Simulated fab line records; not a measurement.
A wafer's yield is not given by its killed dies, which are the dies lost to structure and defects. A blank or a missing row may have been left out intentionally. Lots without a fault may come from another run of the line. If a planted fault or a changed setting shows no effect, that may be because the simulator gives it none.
Check for tools in common | flow gf180mcu | 13 lots and 39 wafers in the sample

## REASON FOR OPENING
4 of 13 lots carry a flag on the reading VT_IMPLANT_4_TW at GF_VT_IMPLANT_TW_MEAS_43. Wafers without a fault read 692, standard deviation 11.
Rule: a lot is flagged when every wafer of it that has a number lies more than 4 standard deviations from that mean, or none has a number. The rest of the lots are taken to be sound.

lot  | measured     | on           | VT_IMPLANT_4_TW, wafer by wafer | flag
L613 | day 7 10:35  | filmMetro-04 | 694 694 697                     | 
L614 | day 7 16:53  | filmMetro-03 | 685 689 685                     | 
L615 | day 8 03:38  | filmMetro-03 | 694 693 691                     | 
L616 | day 8 13:40  | filmMetro-01 | 673 677 675                     | 
L617 | day 8 20:45  | filmMetro-01 | 674 672 674                     | 
L618 | day 9 01:05  | filmMetro-04 | 703 707 701                     | 
L619 | day 9 07:27  | filmMetro-04 | 700 705 705                     | 
L620 | day 9 18:20  | filmMetro-04 | 701 699 705                     | 
L621 | day 9 18:51  | filmMetro-04 | 704 700 702                     | 
L625 | day 11 00:49 | filmMetro-03 | 507 508 509                     | FLAGGED
L626 | day 11 03:30 | filmMetro-04 | 518 520 521                     | FLAGGED
L627 | day 11 09:35 | filmMetro-04 | 517 517 517                     | FLAGGED
L628 | day 11 16:35 | filmMetro-03 | 509 510 511                     | FLAGGED
Average over the flagged lots: 514; offset from the usual -178, equal to -16 standard deviations.

## WHICH TOOL RAN EACH LOT
The record keeps 1 process step preceding the reading, out of 602 steps on the route. Each cell gives the tool, then ch followed by the chambers the sampled wafers passed through, then the start.
lot  | flag    | GF_VT_IMPLANT_IMPLANT_41
L613 |         | implanter-03 ch 0, day 7 10:21
L614 |         | implanter-03 ch 0, day 7 16:38
L615 |         | implanter-04 ch 0, day 8 03:25
L616 |         | implanter-04 ch 0, day 8 13:25
L617 |         | implanter-04 ch 0, day 8 20:31
L618 |         | implanter-03 ch 0, day 9 00:52
L619 |         | implanter-03 ch 0, day 9 07:13
L620 |         | implanter-02 ch 0, day 9 18:05
L621 |         | implanter-03 ch 0, day 9 18:37
L625 | FLAGGED | implanter-03 ch 0, day 11 00:34
L626 | FLAGGED | implanter-02 ch 0, day 11 03:17
L627 | FLAGGED | implanter-03 ch 0, day 11 09:20
L628 | FLAGGED | implanter-04 ch 0, day 11 16:20
What is done by these steps:
- GF_VT_IMPLANT_IMPLANT_41
- GF_VT_IMPLANT_TW_MEAS_43

## FLAGGED OVER TOTAL, TOOL BY TOOL (the gauges that took the reading come last)
step                     | tool         | lots run | flagged | share of the flagged lots | sound lots run after its first flagged lot
GF_VT_IMPLANT_IMPLANT_41 | implanter-02 | 2        | 1       | some                      | 0
GF_VT_IMPLANT_IMPLANT_41 | implanter-03 | 7        | 2       | some                      | 0
GF_VT_IMPLANT_IMPLANT_41 | implanter-04 | 4        | 1       | some                      | 0
GF_VT_IMPLANT_TW_MEAS_43 | filmMetro-01 | 2        | 0       | none                      | -
GF_VT_IMPLANT_TW_MEAS_43 | filmMetro-03 | 4        | 2       | some                      | 0
GF_VT_IMPLANT_TW_MEAS_43 | filmMetro-04 | 7        | 2       | some                      | 0

## WHAT IS ALLOWED BY THE TABLE
No row of the table ran every flagged lot.

## WHAT WAS PUT IN BY THE SIMULATOR
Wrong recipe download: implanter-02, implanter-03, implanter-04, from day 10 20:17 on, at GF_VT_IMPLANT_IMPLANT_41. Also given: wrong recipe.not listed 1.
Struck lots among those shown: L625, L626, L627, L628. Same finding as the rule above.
